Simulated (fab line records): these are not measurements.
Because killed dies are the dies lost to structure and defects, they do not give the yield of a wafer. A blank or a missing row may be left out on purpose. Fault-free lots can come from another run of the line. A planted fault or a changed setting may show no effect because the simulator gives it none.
One fault seen from 2 desks / flow sky130 / each desk holds nothing but its own numbers, with what lay behind them at the end

FROM THE METROLOGY DESK
Lot by lot, what the gauges showed, no matter which tool ran the lot: averages of those sampled wafers that carry a number. If a lot's mean is further than 4 standard deviations from the usual mean, the lot is out of limits and carries the mark OUT (the distance appears in the brackets). Only the readings that lie furthest out on some lot appear, 7 of the 8 it has.
Columns: A = LDD_P_OVL at SKY_LDD_P_OVL_MEAS_08, usual 1.0 nm; B = LDD_P_TW at SKY_LDD_P_TW_MEAS_11, usual 636.2; C = LDD_HVN_OVL at SKY_LDD_HVN_OVL_MEAS_07, usual 1.0 nm; D = LDD_HVN_TW at SKY_LDD_HVN_TW_MEAS_10, usual 1440; E = LDD_HVP_TW at SKY_LDD_HVP_TW_MEAS_10, usual 457.1; F = LDD_LDN_OVL at SKY_LDD_LDN_OVL_MEAS_07, usual 0.7 nm; G = LDD_LDN_TW at SKY_LDD_LDN_TW_MEAS_13, usual 1483
lot=L694; first seen here=day 19 04:47; A=0.0; B=635.5; C=-1.2; D=1436; E=456.1; F=-0.9; G=1489
lot=L695; first seen here=day 19 17:44; A=-1.2; B=637.8; C=1.5; D=1448; E=457.5; F=2.6; G=1495
lot=L700; first seen here=day 21 22:01; A=-0.1; B=640.6; C=0.3; D=1446; E=457.7; F=3.1; G=1481
lot=L705; first seen here=day 24 03:38; A=-0.3; B=633.3; C=1.2; D=1427; E=457.8; F=-0.9; G=1493
lot=L706; first seen here=day 24 07:20; A=2.8; B=637.9; C=-0.1; D=1433; E=451.6; F=-0.2; G=1480
lot=L711; first seen here=day 26 10:22; A=2.5; B=637.3; C=1.0; D=1451; E=458.8; F=0.5; G=1481
This desk's verdict: no lot among the 6 shows anything out of limits.

FOR THE TOOL OWNER'S DESK: implanter-03
For each lot that ran on this tool, the mean over its sampled wafers that have a number, from the tool's own readings at SKY_LDD_HVN_IMPLANT_08. If a lot's mean is further than 4 standard deviations from the usual mean, the lot is out of limits and carries the mark OUT (the distance appears in the brackets).
Columns: A = tilt-deg at SKY_LDD_HVN_IMPLANT_08, usual 40.002 degrees
lot=L695; first seen here=day 21 01:19; A=39.994
lot=L700; first seen here=day 23 04:14; A=40.002
lot=L705; first seen here=day 25 09:43; A=40.009
lot=L706; first seen here=day 25 13:26; A=40.000
This desk's verdict: no lot among the 4 shows anything out of limits.

ALL TOGETHER
The metrology desk saw nothing out of limits.
The desk of the tool owner found nothing out of limits.

WHAT THE SIMULATOR HAD INSERTED
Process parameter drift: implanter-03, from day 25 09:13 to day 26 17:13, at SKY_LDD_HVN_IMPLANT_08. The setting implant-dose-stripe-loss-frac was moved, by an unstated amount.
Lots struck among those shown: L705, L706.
